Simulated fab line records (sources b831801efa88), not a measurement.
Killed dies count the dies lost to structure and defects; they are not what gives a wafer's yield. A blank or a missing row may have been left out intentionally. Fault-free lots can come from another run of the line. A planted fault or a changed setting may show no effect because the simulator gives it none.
Which tool was responsible? || flow sky130 || 13 lots, 39 wafers sampled, at 2 steps of a route of 708

== WHAT THE GAUGES READ, wafer by wafer ==
SKY_VIA2_CD_MEAS_12: target cd 200 nm.
{"lot": "L570", "measured": "day 38 21:44", "on": "cd-sem-01", "cd-nm (nm)": "198.9 197.7 200.6"}
{"lot": "L571", "measured": "day 39 02:11", "on": "cd-sem-02", "cd-nm (nm)": "199.1 200.1 199.7"}
{"lot": "L572", "measured": "day 39 07:58", "on": "cd-sem-02", "cd-nm (nm)": "200.7 200.0 201.4"}
{"lot": "L575", "measured": "day 40 04:20", "on": "cd-sem-01", "cd-nm (nm)": "200.7 200.3 198.4"}
{"lot": "L576", "measured": "day 40 06:34", "on": "cd-sem-01", "cd-nm (nm)": "199.6 199.6 198.8"}
{"lot": "L578", "measured": "day 40 23:27", "on": "cd-sem-01", "cd-nm (nm)": "197.9 197.6 198.9"}
{"lot": "L581", "measured": "day 41 09:23", "on": "cd-sem-02", "cd-nm (nm)": "200.3 202.8 201.5"}
{"lot": "L582", "measured": "day 41 18:28", "on": "cd-sem-02", "cd-nm (nm)": "202.8 202.3 201.3"}
{"lot": "L584", "measured": "day 42 05:25", "on": "cd-sem-01", "cd-nm (nm)": "199.2 200.6 200.3"}
{"lot": "L585", "measured": "day 42 12:34", "on": "cd-sem-02", "cd-nm (nm)": "200.7 200.5 200.1"}
{"lot": "L586", "measured": "day 42 15:38", "on": "cd-sem-02", "cd-nm (nm)": "201.8 200.6 200.7"}
{"lot": "L588", "measured": "day 43 07:01", "on": "cd-sem-02", "cd-nm (nm)": "200.7 202.0 200.6"}
{"lot": "L589", "measured": "day 43 16:17", "on": "cd-sem-02", "cd-nm (nm)": "197.9 196.8 200.3"}

SKY_VIA2_OVL_MEAS_13.
{"lot": "L570", "measured": "day 38 21:52", "on": "overlay-02", "VIA2_OVL (nm)": "-8 6 -3"}
{"lot": "L571", "measured": "day 39 02:19", "on": "overlay-01", "VIA2_OVL (nm)": "4 5 -2"}
{"lot": "L572", "measured": "day 39 08:05", "on": "overlay-02", "VIA2_OVL (nm)": "3 -4 1"}
{"lot": "L575", "measured": "day 40 04:28", "on": "overlay-01", "VIA2_OVL (nm)": "3 5 2"}
{"lot": "L576", "measured": "day 40 06:41", "on": "overlay-02", "VIA2_OVL (nm)": "3 -6 -7"}
{"lot": "L578", "measured": "day 40 23:32", "on": "overlay-02", "VIA2_OVL (nm)": "-9 -1 -6"}
{"lot": "L581", "measured": "day 41 09:28", "on": "overlay-01", "VIA2_OVL (nm)": "-1 -7 -9"}
{"lot": "L582", "measured": "day 41 18:34", "on": "overlay-01", "VIA2_OVL (nm)": "-5 -3 0"}
{"lot": "L584", "measured": "day 42 05:31", "on": "overlay-02", "VIA2_OVL (nm)": "-4 -1 1"}
{"lot": "L585", "measured": "day 42 12:41", "on": "overlay-02", "VIA2_OVL (nm)": "-6 -4 -2"}
{"lot": "L586", "measured": "day 42 15:44", "on": "overlay-02", "VIA2_OVL (nm)": "-10 -4 -5"}
{"lot": "L588", "measured": "day 43 07:08", "on": "overlay-02", "VIA2_OVL (nm)": "8 7 10"}
{"lot": "L589", "measured": "day 43 16:22", "on": "overlay-02", "VIA2_OVL (nm)": "-8 -5 1"}

== TOOL THAT RAN EACH LOT (tool first, then ch and the chambers of the sampled wafers, then the start) ==
There is no process step in the record ahead of these readings.

== AS READ BY THE TOOLS THEMSELVES (means over the sampled wafers that have a number; for cases with no such wafer, the mark the record gives instead) ==
The record holds no such reading with a usual standard deviation.

== THE ANSWER, worked out from the rows above alone ==
Rule: the lots themselves supply what counts as usual. Put in order of their means at a reading, lots are off if they are a third of the lots or fewer, leave a main group of 4 or more, and stand apart from it by a gap of 3 or more times the standard deviation of the main group's means; of several such gaps the widest counts. Not used: any main group whose means are identical at the precision the tables above print for the reading. Also off: a lot with no number at a reading for which 4 or more lots have one. Any other lot the step has rows for is counted as sound. Order of review: gauges by route order, followed by the tools' own readings, for which a lot's mean as printed above is used. The first step at which some lot is off is used, and at that step the reading that is off furthest; a lot without a number counts as furthest.
Across all readings shown, no lot is off: no conclusion can be drawn from this.

== WHAT THE SIMULATOR PUT IN ==
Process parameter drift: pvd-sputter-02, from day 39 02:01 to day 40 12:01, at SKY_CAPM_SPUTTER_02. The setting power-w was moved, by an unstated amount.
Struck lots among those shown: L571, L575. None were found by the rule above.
